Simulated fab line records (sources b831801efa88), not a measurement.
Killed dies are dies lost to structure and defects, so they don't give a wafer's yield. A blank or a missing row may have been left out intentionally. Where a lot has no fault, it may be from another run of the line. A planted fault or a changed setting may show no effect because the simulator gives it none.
Which tool was responsible? | flow sky130 | 13 lots, 39 wafers sampled, at 3 steps of a route of 708

WHAT THE GAUGES SHOWED, per wafer
SKY_DNWELL_TW_MEAS_09. Usual: DNWELL_TW gives 1119 (standard deviation 15).
lot  | measured    | on            | DNWELL_TW      | flag
L521 | day 3 04:07 | film_metro-04 | 1099 1101 1103 |
L522 | day 3 09:44 | film_metro-04 | 1101 1112 1102 |
L523 | day 3 17:33 | film_metro-04 | 1117 1111 1105 |
L524 | day 3 19:23 | film_metro-02 | 1111 1114 1114 |
L525 | day 4 02:44 | film_metro-04 | 1100 1111 1111 |
L526 | day 4 10:50 | film_metro-04 | 1115 1115 1112 |
L527 | day 4 13:10 | film_metro-02 | 1117 1112 1114 |
L528 | day 4 20:40 | film_metro-04 | 1105 1108 1109 |
L529 | day 4 21:40 | film_metro-01 | 1147 1138 1140 |
L530 | day 5 05:18 | film_metro-04 | 1106 1103 1112 |
L534 | day 6 01:07 | film_metro-04 | 1109 1106 1109 |
L537 | day 6 18:56 | film_metro-04 | 1113 1109 1109 |
L539 | day 7 07:05 | film_metro-04 | 1105 1112 1110 |

SKY_VT_ADJUST_HVTP_OVL_MEAS_08. Usual: VT_ADJUST_HVTP_OVL gives -0.5 nm (standard deviation 1.4).
lot  | measured     | on         | VT_ADJUST_HVTP_OVL (nm) | flag
L521 | day 6 01:20  | overlay-02 | 0.0 1.0 0.2             |
L522 | day 6 08:58  | overlay-02 | -0.1 -1.9 -0.7          |
L523 | day 6 17:52  | overlay-02 | 1.3 -1.0 1.5            |
L524 | day 6 19:49  | overlay-01 | -1.0 0.4 -0.9           |
L525 | day 7 04:13  | overlay-02 | 0.3 -1.1 -1.8           |
L526 | day 7 13:22  | overlay-01 | -2.5 -1.5 -0.5          |
L527 | day 7 17:49  | overlay-02 | 0.4 -1.1 1.4            |
L528 | day 8 01:59  | overlay-02 | -3.1 -3.6 -3.9          |
L529 | day 8 03:32  | overlay-02 | -0.8 -1.0 -0.6          |
L530 | day 8 11:34  | overlay-01 | -1.1 -2.7 -4.8          |
L534 | day 9 10:38  | overlay-01 | -0.2 -0.5 -1.6          |
L537 | day 10 06:10 | overlay-01 | -2.9 -1.7 -1.6          |
L539 | day 10 23:28 | overlay-02 | -0.8 -1.3 -1.0          |

EACH LOT AND THE TOOL THAT RAN IT (in order: tool; ch and the chambers of the sampled wafers; start)
lot  | SKY_PWDE_STRIP_09
L521 | plasma_asher-04 ch 0,1, day 3 19:49
L522 | plasma_asher-02 ch 0,1, day 4 02:47
L523 | plasma_asher-03 ch 0,1, day 4 10:40
L524 | plasma_asher-04 ch 1, day 4 12:17
L525 | plasma_asher-04 ch 0,1, day 4 19:38
L526 | plasma_asher-04 ch 0,1, day 5 03:29
L527 | plasma_asher-04 ch 0,1, day 5 06:32
L528 | plasma_asher-04 ch 0,1, day 5 14:05
L529 | plasma_asher-02 ch 0,1, day 5 15:07
L530 | plasma_asher-02 ch 0,1, day 5 23:16
L534 | plasma_asher-03 ch 0,1, day 6 20:02
L537 | plasma_asher-04 ch 0,1, day 7 15:14
L539 | plasma_asher-04 ch 0,1, day 8 03:56
- SKY_PWDE_STRIP_09: strips in O2/N2.

AS READ BY THE TOOLS THEMSELVES (means over the sampled wafers that have a number; for cases with no such wafer, the mark the record gives instead)
SKY_PWDE_STRIP_09. Usual: drypump_motor_current_A 5.9 A, standard deviation 0.38; oes_product_au 0.723 a.u., standard deviation 0.0047; strip_time_to_endpoint_s 36.97 s, standard deviation 0.098.
lot  | tool            | drypump_motor_current_A (A) | oes_product_au (a.u.) | strip_time_to_endpoint_s (s) | flag
L521 | plasma_asher-04 | 6.2                         | 0.726                 | 37.11                        |
L522 | plasma_asher-02 | 5.7                         | 0.723                 | 37.07                        |
L523 | plasma_asher-03 | 5.7                         | 0.722                 | 37.02                        |
L524 | plasma_asher-04 | 6.4                         | 0.723                 | 37.06                        |
L525 | plasma_asher-04 | 6.1                         | 0.726                 | 37.01                        |
L526 | plasma_asher-04 | 6.1                         | 0.719                 | 36.91                        |
L527 | plasma_asher-04 | 6.1                         | 0.721                 | 37.04                        |
L528 | plasma_asher-04 | 6.1                         | 0.724                 | 36.95                        |
L529 | plasma_asher-02 | 5.9                         | 0.717                 | 36.91                        |
L530 | plasma_asher-02 | 5.7                         | 0.722                 | 36.97                        |
L534 | plasma_asher-03 | 5.7                         | 0.724                 | 36.79                        |
L537 | plasma_asher-04 | 6.1                         | 0.730                 | 37.08                        |
L539 | plasma_asher-04 | 6.2                         | 0.727                 | 37.11                        |

THE ANSWER, worked out from the rows above alone
Rule: take the mean of a lot's wafers that have a number; if it is more than 3 standard deviations from the usual mean, the lot is off. Also off: a lot with no number at a reading for which 4 or more lots have one. Where the step has rows for the other lots, those lots are counted as sound. The gauges are gone through in route order, then the tools' own readings, and for those a lot's mean is taken as printed above. At the first step where some lot is off, the reading lying furthest off is the one used; lots without a number count as furthest.
Nothing can be told from this: no lot is off at any reading shown.

WHAT THE SIMULATOR PUT IN
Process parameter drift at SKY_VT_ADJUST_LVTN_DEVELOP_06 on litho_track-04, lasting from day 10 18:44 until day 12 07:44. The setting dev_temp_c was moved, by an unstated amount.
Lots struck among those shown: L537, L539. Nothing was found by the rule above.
